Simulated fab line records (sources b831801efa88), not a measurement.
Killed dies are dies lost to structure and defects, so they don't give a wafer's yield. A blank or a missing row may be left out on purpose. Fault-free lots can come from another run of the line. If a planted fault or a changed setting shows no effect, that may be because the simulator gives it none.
Matching of chambers -- flow sky130 -- cmp-02 running SKY_VIA3_CMP_24: 4 sister chambers
The step polishes, stops on SiO2, t overpolish 20 s, target thk 0 nm. 18 wafers are shown with their chamber, then 9 later ones without.

## WAFERS PAIRED WITH THEIR CHAMBERS
wafer,chamber,motor-current-A (A),time-to-endpoint-s (s),overpolish-run-s (s)
L283.1,2,12.7,91,19.991
L283.2,3,10.6,85,19.997
L283.3,0,10.3,92,20.002
L284.1,1,10.7,92,20.009
L284.3,2,12.5,94,20.012
L284.6,1,11.0,91,20.004
L285.4,1,11.1,95,19.991
L285.5,2,12.1,98,19.982
L285.6,1,10.9,94,19.993
L286.1,2,12.6,101,19.988
L286.2,3,11.2,89,19.992
L286.3,0,10.1,102,19.995
L288.2,1,10.3,97,19.986
L288.3,2,12.9,101,19.999
L288.6,3,11.2,95,19.998
L292.3,0,9.5,96,20.003
L292.4,3,11.1,87,19.997
L292.5,2,12.3,96,20.006

SIGNATURES, as means of the wafers listed above
reading,chamber 0,chamber 1,chamber 2,chamber 3,scatter within a chamber
motor-current-A,9.967,10.800,12.517,11.025,0.317
time-to-endpoint-s,96.67,93.80,96.83,89.00,3.86
overpolish-run-s,20.00000,19.99660,19.99633,19.99600,0.00876
Rule: distance of a wafer from a chamber = root of the sum over the readings of ((wafer's reading minus chamber's mean) / reading's scatter) squared. The wafer belongs to the nearest chamber; if the next one is less than 2 further off, it can't be placed. How the scatter is found: for the shown wafers, subtract from each reading the mean of its chamber, square and add these, divide the total by (wafers less chambers), then take the root.

## WAFERS WITH NO CHAMBER GIVEN
wafer,motor-current-A (A),time-to-endpoint-s (s),overpolish-run-s (s)
L295.2,10.8,88,20.005
L295.3,12.1,95,19.997
L295.4,9.6,99,20.018
L296.1,11.2,93,20.018
L296.3,11.2,88,19.999
L296.4,12.3,94,20.012
L299.2,10.5,92,19.999
L299.3,10.1,94,19.981
L299.4,11.1,88,19.992

## EACH ONE'S CHAMBER
wafer,from the rows above,in truth
L295.2,can't be placed: 3 or 1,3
L295.3,2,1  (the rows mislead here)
L295.4,0,0
L296.1,can't be placed: 1 or 3 or 0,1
L296.3,can't be placed: 3 or 1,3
L296.4,2,2
L299.2,can't be placed: 1 or 3 or 0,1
L299.3,can't be placed: 0 or 1 or 3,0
L299.4,can't be placed: 3 or 1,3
2 of 9 placed correctly. Unplaceable from these rows: 6, with the true chamber sitting among the candidates in 6. Number placed wrongly: 1.
